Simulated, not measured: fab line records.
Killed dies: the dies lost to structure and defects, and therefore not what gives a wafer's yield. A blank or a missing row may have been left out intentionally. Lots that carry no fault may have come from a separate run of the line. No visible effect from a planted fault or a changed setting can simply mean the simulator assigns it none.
Code-filled problem report in 8D (eight disciplines) form | flow sky130 | the parts of the form that need people (team, actions taken, sign-off) are left out

## 1. PROBLEM STATEMENT
Wafers without a fault read 9.97 s, standard deviation 0.19; beam_on_s at SKY_LDD_N_IMPLANT_12 reads a mean of 14.17 s on 6 wafers belonging to 2 lots. Measured from the usual mean, that is +22 standard deviations.
Seen first at day 23 11:58 on implanter-03, wafer L300.2. At this step, 39 wafers from 13 lots have a number in the record. The rule behind "out" and "out of limits": a value lying over 4 standard deviations away from the usual mean. All remaining wafers that have a number are taken as sound.

## 2. WHAT IT IS, AND WHAT IT ISN'T
question                    | is                            | is not
which readings at this step | beam_on_s, faraday_current_uA | -
which lots                  | L300, L301                    | L286, L287, L288, L289, L290, L291, L293, L294, L295, L296, L303
which wafers of those lots  | all that have a number        | -
read on which tools         | implanter-03                  | implanter-01, implanter-02
when                        | from day 23 11:58             | up to then (30 sound wafers); but 3 sound wafers of L303 came after

## 3. SUSPECTS, AND WHAT RULES EACH OUT
Counting: any tool at a process step up to the reading is kept as a suspect provided that every lot that is out went through it and no sound lot did after the first of them.
- implanter-03 at SKY_LDD_N_IMPLANT_12: kept. All lots that are out passed through it, beginning with L300 at day 23 11:58, and no sound lot followed; its final sound lot before that point was L295 at day 21 23:54. Its own beam_on_s, faraday_current_uA readings are out on those wafers.
Remaining after the count: implanter-03 at SKY_LDD_N_IMPLANT_12.

## 4. THE CAUSE (what the simulator had put in)
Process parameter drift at SKY_LDD_N_IMPLANT_12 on implanter-03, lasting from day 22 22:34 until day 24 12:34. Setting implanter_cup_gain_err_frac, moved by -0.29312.
The count eliminated every tool but this one.

## 5. THE EFFECT CHAIN, in route order
Rows list readings where the struck wafers' mean (over those with a number) sits beyond 3 standard deviations from the usual. Only readings for which the record gives a usual standard deviation are gone through. hours: the time from each lot's start at the first step in this table that gives one to its start at this step, as a median over the lots. sigmas: the change in usual standard deviations.
hours | step                 | reading            | usual  | on struck wafers | change | sigmas
0     | SKY_LDD_N_IMPLANT_12 | beam_on_s          | 9.97 s | 14.17            | +4.20  | +22
0     | SKY_LDD_N_IMPLANT_12 | faraday_current_uA | 28.3   | 19.9             | -8.4   | -15
The process steps in it:
- SKY_LDD_N_IMPLANT_12
Later measuring or inspecting steps at which every struck wafer that the step has a row for has a number for every such reading, and none has moved that far: SKY_LI_CONTACT_THK_MEAS_23, SKY_VIA2_RS_MEAS_22.

## 6. HOW IT WOULD HAVE BEEN CAUGHT EARLIER
13 hours passed between the start of the fault at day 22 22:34 and the first reading out of limits in this record, taken at day 23 11:58.
